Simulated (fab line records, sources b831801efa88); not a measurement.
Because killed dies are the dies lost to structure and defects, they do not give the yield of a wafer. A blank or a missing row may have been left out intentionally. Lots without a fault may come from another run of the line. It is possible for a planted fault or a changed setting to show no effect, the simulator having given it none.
Code-filled problem report in 8D (eight disciplines) form    flow sky130    the parts of the form that need people (team, actions taken, sign-off) are left out

1. THE PROBLEM
Wafers free of any fault read 5.73 nm (standard deviation 0.11) for SONOS_ONO_CVD_04_THK at SKY_SONOS_ONO_THK_MEAS_05, against a mean of 7.54 nm on 9 wafers of 3 lots. Relative to the usual mean, that is a shift of +16 standard deviations.
Seen first at day 18 10:14 on filmMetro-04, wafer L106.3. Wafers with a number at this step in the record: 36, from 12 lots. Rule for "out" (also "out of limits"): further than 4 standard deviations from the usual mean. All remaining wafers that have a number are taken as sound.

2. WHAT IT IS; WHAT IT IS NOT
question                     is                      is not
which readings at this step  SONOS_ONO_CVD_04_THK    -
which lots                   L106, L107, L108        L100, L987, L989, L990, L992, L994, L995, L997, L998
which wafers of those lots   all that have a number  -
read on which gauges         filmMetro-04            filmMetro-01, filmMetro-02
when                         from day 18 10:14       up to then (27 sound wafers)

3. WHAT RULES OUT EACH SUSPECT
Counting: a tool at a process step up to the reading stays a suspect if it ran every lot that is out and no sound lot after the first of them.
- the gauge at SKY_SONOS_ONO_THK_MEAS_05: kept. All the wafers that are out were read on filmMetro-04, and no step on other tools shows them out.
- lpcvd-03 at SKY_SONOS_ONO_CVD_04 (deposits SiO2 from SiH4/N2O, target thk 5.7199 nm): kept. It ran every lot that is out, first L106 (day 18 08:58), and no sound lot after that; its last sound lot up to then is L100 (day 17 14:13).
After counting, lpcvd-03 at SKY_SONOS_ONO_CVD_04 and filmMetro-04 at SKY_SONOS_ONO_THK_MEAS_05 remain.

4. THE CAUSE (what the simulator had put in)
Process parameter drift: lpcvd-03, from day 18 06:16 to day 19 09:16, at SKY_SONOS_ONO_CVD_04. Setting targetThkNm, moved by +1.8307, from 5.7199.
Of the 2 suspects that counting leaves, this tool is one.

5. THE CHAIN OF EFFECTS, in route order
One row per reading whose mean, taken over the struck wafers that have a number, lies over 3 standard deviations from the usual. Only readings for which the record gives a usual standard deviation are gone through. hours: the time from each lot's start at the first step in this table that gives one to its start at this step, as a median over the lots. sigmas: the change in usual standard deviations.
hours  step                       reading               usual    on struck wafers  change  sigmas
0      SKY_SONOS_ONO_THK_MEAS_05  SONOS_ONO_CVD_04_THK  5.73 nm  7.54              +1.81   +16
At these later measuring or inspecting steps, every struck wafer for which the step has a row has a number for every such reading, and none has moved that far: SKY_SD_N_CD_MEAS_07.

6. WHAT WOULD HAVE CAUGHT IT SOONER
In this record the first reading out of limits at a measuring or inspecting step was taken at day 18 10:14, 4 hours after the fault began at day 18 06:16.
No tool reading at SKY_SONOS_ONO_CVD_04 that has a usual standard deviation in the record was out on any struck wafer, so an alarm limit of 4 standard deviations on those readings would not have fired.
Lots out: 3; of these, L107, L108 started SKY_SONOS_ONO_CVD_04 on lpcvd-03 after day 18 10:14. A hold on the tool at that time would have spared those 2.
